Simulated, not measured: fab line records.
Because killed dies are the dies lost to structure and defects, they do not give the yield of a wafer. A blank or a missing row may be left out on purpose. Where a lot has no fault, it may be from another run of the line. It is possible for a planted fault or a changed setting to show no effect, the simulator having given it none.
Which of the tools did it?    flow sky130    6 lots with 18 wafers sampled at 4 steps, on a route of 708 steps

## WHAT EACH GAUGE READ, for each wafer
SKY_VIA3_RS_MEAS_22: measures by four-point-probe.
lot   measured      on             VIA3_W_RS (ohm/sq)
L906  day 39 19:34  film metro-04  0.298 0.291 0.292
L909  day 40 17:16  film metro-03  0.290 0.287 0.293
L912  day 42 00:25  film metro-04  0.293 0.290 0.290
L922  day 44 19:38  film metro-04  0.292 0.300 0.293
L925  day 45 06:40  film metro-03  0.285 0.289 0.285
L928  day 46 04:19  film metro-03  0.298 0.300 0.302

## EACH LOT AND THE TOOL THAT RAN IT (in order: tool; ch and the chambers of the sampled wafers; start)
lot   SKY_METAL1_CLEAN_23              SKY_CAPM_METAL_ETCH_13             SKY_VIA3_CMP_02
L906  wet bench-01 ch 3, day 32 19:06  rie metal-03 ch 0,1, day 37 14:19  cmp-02 ch 0,1, day 38 18:04
L909  wet bench-02 ch 2, day 33 18:16  rie metal-01 ch 0,1, day 38 12:30  cmp-02 ch 1,2, day 39 15:42
L912  wet bench-02 ch 2, day 35 03:23  rie metal-01 ch 0, day 39 20:49    cmp-02 ch 0,2,3, day 40 23:20
L922  wet bench-02 ch 2, day 38 12:02  rie metal-02 ch 0,1, day 42 18:47  cmp-01 ch 1,2,3, day 43 19:35
L925  wet bench-01 ch 1, day 39 02:19  rie metal-02 ch 0,1, day 43 06:46  cmp-01 ch 0,1,3, day 44 07:11
L928  wet bench-02 ch 3, day 40 01:41  rie metal-02 ch 0,1, day 44 05:43  cmp-01 ch 0,2, day 45 05:58
- SKY_METAL1_CLEAN_23: cleans in O3/DIW.
- SKY_CAPM_METAL_ETCH_13: etches TiN in Cl2/BCl3, stops on SiO2, target depth 220 nm, time 62.9 s.
- SKY_VIA3_CMP_02: polishes SiO2.

## THE ANSWER, worked out from the rows above alone
Rule: usual is defined by the lots themselves. Put in order of their means at a reading, lots are off if they are a third of the lots or fewer, leave a main group of 4 or more, and stand apart from it by a gap of 3 or more times the standard deviation of the main group's means; of several such gaps the widest counts. The tables above print the reading to a certain number of digits; a main group whose means all agree to those digits is not used. A lot without any number at a reading at which 4 lots or more have one is off too. All remaining lots with rows at the step are treated as sound.
Nothing can be told from this: no lot is off at any reading shown.

## WHAT THE SIMULATOR PUT IN
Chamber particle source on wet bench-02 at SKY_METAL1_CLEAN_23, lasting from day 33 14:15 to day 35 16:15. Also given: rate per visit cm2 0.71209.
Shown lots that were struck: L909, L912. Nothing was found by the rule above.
